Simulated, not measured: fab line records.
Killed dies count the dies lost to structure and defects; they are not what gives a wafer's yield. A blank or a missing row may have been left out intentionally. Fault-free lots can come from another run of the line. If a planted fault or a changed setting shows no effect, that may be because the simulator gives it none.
Which tool was responsible? / flow gf180mcu / 36 wafers from 12 lots sampled at 2 of the route's 602 steps

WHAT EACH GAUGE READ, for each wafer
GF_M4_THK_MEAS_06: measures by xrf.
lot=L075; measured=day 22 19:19; on=film metro-04; M4_ALCU_THK (nm)=466 472 463
lot=L077; measured=day 23 09:14; on=film metro-04; M4_ALCU_THK (nm)=466 469 469
lot=L079; measured=day 24 07:13; on=film metro-03; M4_ALCU_THK (nm)=461 461 458
lot=L081; measured=day 25 07:29; on=film metro-03; M4_ALCU_THK (nm)=456 457 459
lot=L083; measured=day 25 12:23; on=film metro-04; M4_ALCU_THK (nm)=465 465 460
lot=L085; measured=day 26 09:55; on=film metro-02; M4_ALCU_THK (nm)=463 464 466
lot=L087; measured=day 26 23:35; on=film metro-03; M4_ALCU_THK (nm)=471 465 470
lot=L089; measured=day 27 16:20; on=film metro-03; M4_ALCU_THK (nm)=467 463 467
lot=L091; measured=day 28 05:03; on=film metro-04; M4_ALCU_THK (nm)=451 455 454
lot=L093; measured=day 28 16:19; on=film metro-04; M4_ALCU_THK (nm)=452 461 453
lot=L095; measured=day 29 06:14; on=film metro-03; M4_ALCU_THK (nm)=458 461 457
lot=L097; measured=day 29 20:09; on=film metro-03; M4_ALCU_THK (nm)=472 473 473

WHAT TOOL EACH LOT RAN ON (gives the tool, then ch and the chambers of the sampled wafers, and finally the start)
lot=L075; GF_M4_SPUTTER_03=pvd sputter-01, day 22 19:06
lot=L077; GF_M4_SPUTTER_03=pvd sputter-04, day 23 09:03
lot=L079; GF_M4_SPUTTER_03=pvd sputter-02, day 24 07:01
lot=L081; GF_M4_SPUTTER_03=pvd sputter-04, day 25 07:14
lot=L083; GF_M4_SPUTTER_03=pvd sputter-01, day 25 12:12
lot=L085; GF_M4_SPUTTER_03=pvd sputter-02, day 26 09:43
lot=L087; GF_M4_SPUTTER_03=pvd sputter-04, day 26 23:24
lot=L089; GF_M4_SPUTTER_03=pvd sputter-02, day 27 16:08
lot=L091; GF_M4_SPUTTER_03=pvd sputter-01, day 28 04:52
lot=L093; GF_M4_SPUTTER_03=pvd sputter-04, day 28 16:07
lot=L095; GF_M4_SPUTTER_03=pvd sputter-01, day 29 06:03
lot=L097; GF_M4_SPUTTER_03=pvd sputter-04, day 29 19:58
- GF_M4_SPUTTER_03: material Ti, target thk 10 nm, time 6.7 s.

THE ANSWER, worked out from the rows above alone
Rule: the usual values come from the lots themselves. Put in order of their means at a reading, lots are off if they are a third of the lots or fewer, leave a main group of 4 or more, and stand apart from it by a gap of 3 or more times the standard deviation of the main group's means; of several such gaps the widest counts. A main group whose means are all the same, to the digits that the tables above print for the reading, isn't used. A lot without any number at a reading at which 4 lots or more have one is off too. The other lots that the step has rows for count as sound.
None of the lots is off at any reading shown; this tells nothing.

WHAT THE SIMULATOR HAD PUT IN
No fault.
